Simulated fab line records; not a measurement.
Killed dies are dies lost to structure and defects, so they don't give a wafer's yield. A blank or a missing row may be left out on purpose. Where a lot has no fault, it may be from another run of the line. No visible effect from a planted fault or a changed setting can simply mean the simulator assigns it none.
Commonality check across tools | flow gf180mcu | Sample size 12 lots and 36 wafers

THE REASON FOR OPENING IT
Of 12 lots, 2 have the reading LVPWELL_TW flagged at GF_LVPWELL_TW_MEAS_11. No-fault wafers: 556.4, standard deviation 2.5.
Rule: flag the lot when none of its wafers has a number, or when each of its wafers that has one lies beyond 4 standard deviations from that mean. The rest of the lots are taken to be sound.

lot  | measured    | on            | LVPWELL_TW, wafer by wafer | flag
L237 | day 3 23:37 | film-metro-03 | 558.3 553.7 556.5          |
L238 | day 4 03:59 | film-metro-03 | 560.0 555.6 556.4          |
L239 | day 4 08:31 | film-metro-01 | 561.4 558.8 560.9          |
L241 | day 4 18:34 | film-metro-01 | 561.2 558.6 558.7          |
L242 | day 4 23:01 | film-metro-03 | 559.8 558.4 558.0          |
L244 | day 5 11:07 | film-metro-01 | 559.4 556.8 557.9          |
L249 | day 6 14:34 | film-metro-04 | 555.1 551.7 554.7          |
L254 | day 7 18:37 | film-metro-01 | 529.1 526.3 526.4          | FLAGGED
L256 | day 8 08:53 | film-metro-03 | 522.6 523.6 523.8          | FLAGGED
L258 | day 8 20:44 | film-metro-01 | 557.1 555.5 554.0          |
L259 | day 9 01:16 | film-metro-04 | 556.6 557.4 554.0          |
L260 | day 9 07:46 | film-metro-04 | 557.0 558.5 558.1          |
The mean of the flagged lots' numbers is 525.3, -31.1 from the usual (-12 standard deviations).

TOOL THAT RAN EACH LOT
The record keeps 1 process step preceding the reading, out of 602 steps on the route. Each cell gives the tool, then ch followed by the chambers the sampled wafers passed through, then the start.
lot  | flag    | GF_LVPWELL_IMPLANT_09
L237 |         | implanter-02 ch 0, day 3 23:23
L238 |         | implanter-02 ch 0, day 4 03:46
L239 |         | implanter-02 ch 0, day 4 08:17
L241 |         | implanter-03 ch 0, day 4 18:19
L242 |         | implanter-04 ch 0, day 4 22:47
L244 |         | implanter-03 ch 0, day 5 10:52
L249 |         | implanter-02 ch 0, day 6 14:19
L254 | FLAGGED | implanter-02 ch 0, day 7 18:23
L256 | FLAGGED | implanter-02 ch 0, day 8 08:40
L258 |         | implanter-03 ch 0, day 8 20:31
L259 |         | implanter-04 ch 0, day 9 01:01
L260 |         | implanter-03 ch 0, day 9 07:31
What the steps here do:
- GF_LVPWELL_IMPLANT_09
- GF_LVPWELL_TW_MEAS_11

FLAGGED AGAINST TOTAL, ONE TOOL AT A TIME (gauges that did the reading follow at the end)
step                  | tool          | lots run | flagged | share of the flagged lots | sound lots run after its first flagged lot
GF_LVPWELL_IMPLANT_09 | implanter-02  | 6        | 2       | all                       | 0
GF_LVPWELL_IMPLANT_09 | implanter-03  | 4        | 0       | none                      | -
GF_LVPWELL_IMPLANT_09 | implanter-04  | 2        | 0       | none                      | -
GF_LVPWELL_TW_MEAS_11 | film-metro-01 | 5        | 1       | some                      | 1 (L258)
GF_LVPWELL_TW_MEAS_11 | film-metro-03 | 4        | 1       | some                      | 0
GF_LVPWELL_TW_MEAS_11 | film-metro-04 | 3        | 0       | none                      | -

WHAT THE TABLE ALLOWS
Rows of the table that ran each flagged lot: 1, that is implanter-02 at GF_LVPWELL_IMPLANT_09.
- implanter-02 at GF_LVPWELL_IMPLANT_09 ran 6 lots, 2 of them flagged. Its last sound lot is L249 (day 6 14:19), its first flagged lot L254 (day 7 18:23): a fault that began between those two fits. Its own readings lie more than 4 standard deviations out on every wafer of the flagged lots: dose-ions-cm2, faraday-current-uA.
One tool is left: implanter-02 at GF_LVPWELL_IMPLANT_09.

WHAT THE SIMULATOR HAD INSERTED
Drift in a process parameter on implanter-02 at GF_LVPWELL_IMPLANT_09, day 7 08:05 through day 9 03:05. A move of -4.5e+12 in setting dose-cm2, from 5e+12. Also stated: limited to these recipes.
Lots struck among those shown: L254, L256. The rule above reached the same finding.
